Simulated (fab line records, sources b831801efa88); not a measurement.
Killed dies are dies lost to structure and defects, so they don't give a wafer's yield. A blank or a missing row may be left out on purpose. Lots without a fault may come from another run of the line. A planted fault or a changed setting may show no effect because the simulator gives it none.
A struck lot beside a sound one | flow sky130 | 16 steps out of a route of 708
Sound: wafers L824.2, L824.4, L824.5. Struck: wafers L832.4, L832.5, L832.6. The cause comes at the end.
At each step with rows: each side's tool, then ch and its chambers, then its first start. Under that, the readings that differ: sound wafers | struck wafers | difference of the means | sigmas: that difference in standard deviations of wafers without a fault.
alike: readings whose means differ by less than 2 such deviations, and words and numbers that are the same on both sides. not compared: withheld readings, readings that some wafer has no value for, bounds like >300 that may hide the same value, and numbers for which the record gives no deviation and whose values overlap.
The two part at a step that has a row with sigmas, a row that says differs or no value, or rows on one side only. Numbers that don't overlap but have no deviation are shown without sigmas and don't part them. A reading that every wafer of one side lacks parts them only if that side has two wafers or more.

SKY_METAL5_SPUTTER_03: material Ti, target thk 5 nm, time 3.3 s.
  sound on pvd_sputter-01, day 44 06:19; struck on pvd_sputter-03, day 46 12:47
  alike: throttle_valve_pct
SKY_METAL5_SPUTTER_04: material TiN, target thk 70 nm, time 58.3 s.
  sound on pvd_sputter-01, day 44 06:19; struck on pvd_sputter-03, day 46 12:48
  alike: throttle_valve_pct
SKY_METAL5_RS_MEAS_05: measures by four-point-probe.
  sound on film_metro-03, day 44 06:23; struck on film_metro-04, day 46 12:55
  reading                 | sound                  | struck                  | difference | sigmas
  METAL5_ALCU_RS (ohm/sq) | 0.02719 0.02745 0.0274 | 0.02683 0.02673 0.02674 | -0.00058   | -2
SKY_METAL5_THK_MEAS_06: measures by xrf.
  sound on film_metro-03, day 44 06:30; struck on film_metro-04, day 46 13:00
  reading              | sound          | struck         | difference | sigmas
  METAL5_ALCU_THK (nm) | 1142 1135 1137 | 1168 1177 1171 | +34        | +3
then, 7 steps without rows for these wafers: SKY_METAL5_DEHYDRATE_07 (time 60 s); SKY_METAL5_HMDS_08 (prime time 60 s); SKY_METAL5_COAT_09 (resist thk 1800 nm); SKY_METAL5_SOFTBAKE_10 (time 60 s); SKY_METAL5_EXPOSE_11 (exposes mask MM5, target cd 1600 nm); SKY_METAL5_PEB_12; SKY_METAL5_DEVELOP_13 (develop time 60 s).
SKY_METAL5_DESCUM_14: chemistry O2, time 11 s.
  sound on rie_metal-04 ch 0,1, day 45 04:45; struck on rie_metal-04 ch 0,1, day 47 09:04
  alike: drypump_motor_current_A, he_backside_leak_sccm, oes_product_au
  not compared: rf_hours_counter_h
SKY_METAL5_METAL_ETCH_15: etches the open film in Cl2/BCl3, stops on SiO2, target depth 1260 nm, time 252 s.
  sound on rie_metal-04 ch 0,1, day 45 04:47; struck on rie_metal-04 ch 0,1, day 47 09:10
  reading                                     | sound             | struck                  | difference | sigmas
  oes_product_au (a.u.)                       | 0.892 0.895 0.889 | 0.825 0.825 0.820       | -0.069     | -16
  over_etch_frac                              | 0.2 0.2 0.2       | 0.38141 0.38141 0.38141 | +0.18141   |
  model.NOVOLAK_of_METAL5_COAT_09.thk_nm (nm) | 1026 1024 1038    | 934.7 935.8 923.4       | -98.0      |
  model.METAL5.cd_nm (nm)                     | 1607 1605 1601    | 1592 1590 1587          | -15        |
  model.SiO2_of_VIA4_HDPCVD_00.thk_nm (nm)    | 548.7 550.3 548.1 | 547.1 546.8 546.7       | -2.2       |
  alike: drypump_motor_current_A, he_backside_leak_sccm, throttle_valve_pct
  not compared: rf_hours_counter_h
SKY_METAL5_STRIP_16: strips in O2/N2.
  sound on plasma_asher-01 ch 0,1, day 45 05:01; struck on plasma_asher-04 ch 0,1, day 47 09:22
  reading                      | sound             | struck            | difference | sigmas
  strip_time_to_endpoint_s (s) | 12.96 12.94 13.14 | 11.97 11.97 11.84 | -1.09      | -11
  alike: drypump_motor_current_A, oes_product_au
  not compared: rf_hours_counter_h
then, 1 step without rows for these wafers: SKY_METAL5_STRIP_17 (strips in post etch residue remover, time 1200 s).
SKY_PAD_OPEN_PROBE_99:
  sound on prober-02, day 47 00:32; struck on prober-02, day 49 02:36
  reading                        | sound          | struck         | difference | sigmas
  model.etest.met5.width_nm (nm) | 1610 1605 1602 | 1593 1592 1587 | -15        |
  alike: defect_limited_yield, killed_at_M0_to_M3, killed_at_M4_up, killed_at_contacts, killed_at_front_end, killed_at_other, killed_dies, killed_open, killed_short, sort_bin_3_pad_short, sort_bin_5_function, sort_bin_6_memory, sort_n_pass, sort_yield_pct

WHERE THEY PART
First at SKY_METAL5_RS_MEAS_05; last, within this record, at SKY_METAL5_STRIP_16. Later steps at which nothing parts them and some readings are alike: SKY_PAD_OPEN_PROBE_99.

WHY: what the simulator had put in
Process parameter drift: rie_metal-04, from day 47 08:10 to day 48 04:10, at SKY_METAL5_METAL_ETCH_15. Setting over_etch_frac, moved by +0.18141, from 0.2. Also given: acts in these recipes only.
